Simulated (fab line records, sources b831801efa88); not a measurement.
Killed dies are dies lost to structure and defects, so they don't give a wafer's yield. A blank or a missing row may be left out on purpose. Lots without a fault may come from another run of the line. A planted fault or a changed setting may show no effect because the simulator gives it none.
Problem report in the 8D (eight disciplines) form, filled by code | flow gf180mcu | the parts of the form that need people (team, actions taken, sign-off) are left out

1. THE PROBLEM
oes_product_au at GF_POLY_GATE_ETCH_13 reads a mean of 0.826 a.u. on 3 wafers of 2 lots; wafers without a fault read 0.985 a.u. with a standard deviation of 0.008. That is -20 standard deviations from the usual mean.
The step: etches poly-Si in HBr/Cl2, stops on SiO2, target depth 198.5 nm, time 69.6 s.
First seen on wafer L568.2, day 11 22:46, on rie_si-02. The record holds 42 wafers of 14 lots with a number at this step. Rule for "out", or "out of limits": more than 4 standard deviations from the usual mean. The other wafers with a number count as sound.

2. WHAT IT IS AND WHAT IT IS NOT
question                    | is                     | is not
which readings at this step | oes_product_au         | drypump_motor_current_A, throttle_valve_pct
which lots                  | L568, L571             | L560, L561, L563, L564, L565, L573, L576, L579, L580, L581, L582, L583
which wafers of those lots  | L568.2, L568.5, L571.2 | L568.6, L571.3, L571.6
read on which tools         | rie_si-02              | rie_si-01
when                        | from day 11 22:46      | up to then (16 sound wafers); but 23 sound wafers of L571, L573, L576, L579, L580, L581, L582, L583 came after

3. SUSPECTS, AND WHAT RULES EACH OUT
Counting: a tool at a process step up to the reading stays a suspect if it ran every lot that is out. Sound lots after the first of them don't rule it out here, since some wafers of a struck lot are sound.
- rie_si-02 at GF_POLY_GATE_ETCH_13 (etches poly-Si in HBr/Cl2, stops on SiO2, target depth 198.5 nm, time 69.6 s): kept. It ran every lot that is out, first L568 (day 11 22:46); its last sound lot up to then is L565 (day 11 04:13). Its own readings are out on those wafers: oes_product_au.
Left after counting: rie_si-02 at GF_POLY_GATE_ETCH_13.

4. THE CAUSE (what the simulator had put in)
Process parameter drift: rie_si-02, from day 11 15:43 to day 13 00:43, at GF_POLY_GATE_ETCH_13. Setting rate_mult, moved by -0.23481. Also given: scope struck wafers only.
Counting left only this tool.

5. THE CHAIN OF EFFECTS, in route order
Each row: a reading whose mean over the struck wafers that have a number lies more than 3 standard deviations from the usual. Only readings for which the record gives a usual standard deviation are gone through. hours: the time from each lot's start at the first step in this table that gives one to its start at this step, as a median over the lots. sigmas: the change in usual standard deviations.
hours | step                 | reading        | usual      | on struck wafers | change | sigmas
0     | GF_POLY_GATE_ETCH_13 | oes_product_au | 0.985 a.u. | 0.826            | -0.159 | -20
The process steps in it:
- GF_POLY_GATE_ETCH_13: etches poly-Si in HBr/Cl2, stops on SiO2, target depth 198.5 nm, time 69.6 s.

6. WHAT WOULD HAVE CAUGHT IT SOONER
In this record the first reading out of limits was taken at day 11 22:46, 7 hours after the fault began at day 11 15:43.
